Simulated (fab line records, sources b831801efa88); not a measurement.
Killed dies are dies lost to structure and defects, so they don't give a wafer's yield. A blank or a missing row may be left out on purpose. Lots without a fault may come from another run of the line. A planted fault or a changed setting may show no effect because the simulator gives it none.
Problem report in the 8D (eight disciplines) form, filled by code | flow gf180mcu | the parts of the form that need people (team, actions taken, sign-off) are left out

1. THE PROBLEM
SAB_CVD_00_THK at GF_SAB_THK_MEAS_01 reads a mean of 44.9 nm on 6 wafers of 2 lots; wafers without a fault read 50.0 nm with a standard deviation of 0.6. That is -8.5 standard deviations from the usual mean.
First seen on wafer L473.2, day 19 03:38, on film_metro-02. The record holds 39 wafers of 13 lots with a number at this step. Rule for "out", or "out of limits": more than 4 standard deviations from the usual mean. The other wafers with a number count as sound.

2. WHAT IT IS AND WHAT IT IS NOT
question                    | is                           | is not
which readings at this step | SAB_CVD_00_THK               | -
which lots                  | L473, L476                   | L461, L463, L464, L465, L468, L469, L470, L472, L474, L480, L484
which wafers of those lots  | all that have a number       | -
read on which gauges        | film_metro-01, film_metro-02 | film_metro-03
when                        | from day 19 03:38            | up to then (27 sound wafers); but 6 sound wafers of L480, L484 came after

3. SUSPECTS, AND WHAT RULES EACH OUT
Counting: a tool at a process step up to the reading stays a suspect if it ran every lot that is out and no sound lot after the first of them.
- the gauge at GF_SAB_THK_MEAS_01: ruled out. The wafers that are out were read on 2 gauges (film_metro-01, film_metro-02).
- rtp_anneal-01 at GF_HV_LDD_RTA_52 (time 10 s): kept. It ran every lot that is out, first L473 (day 17 01:19), and no sound lot after that; its last sound lot up to then is L468 (day 14 22:47).
- pecvd-02 at GF_SAB_CVD_00 (deposits SiO2 from TEOS, target thk 50 nm, time 4.9302 s): kept. It ran every lot that is out, first L473 (day 19 03:36), and no sound lot after that; its last sound lot up to then is L472 (day 18 22:52).
Left after counting: rtp_anneal-01 at GF_HV_LDD_RTA_52, pecvd-02 at GF_SAB_CVD_00.

4. THE CAUSE (what the simulator had put in)
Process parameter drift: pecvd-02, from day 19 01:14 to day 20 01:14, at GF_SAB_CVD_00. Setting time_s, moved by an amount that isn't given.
Counting left 2 suspects, and this tool is among them.

5. THE CHAIN OF EFFECTS, in route order
Each row: a reading whose mean over the struck wafers that have a number lies more than 3 standard deviations from the usual. Only readings for which the record gives a usual standard deviation are gone through. hours: the time from each lot's start at the first step in this table that gives one to its start at this step, as a median over the lots. sigmas: the change in usual standard deviations.
hours | step               | reading        | usual   | on struck wafers | change | sigmas
0     | GF_SAB_THK_MEAS_01 | SAB_CVD_00_THK | 50.0 nm | 44.9             | -5.1   | -8.5
Readings that are blank on the struck wafers while sound wafers have them: rf_fwd_power_W at GF_SAB_CVD_00.
Later measuring or inspecting steps at which every struck wafer that the step has a row for has a number for every such reading, and none has moved that far: GF_CONTACT_THK_MEAS_01.

6. WHAT WOULD HAVE CAUGHT IT SOONER
In this record the first reading out of limits at a measuring or inspecting step was taken at day 19 03:38, 2 hours after the fault began at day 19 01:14.
Of the lots that are out (2), L476 began GF_SAB_CVD_00 on pecvd-02 after day 19 03:38. A hold on the tool at that time would have spared it.
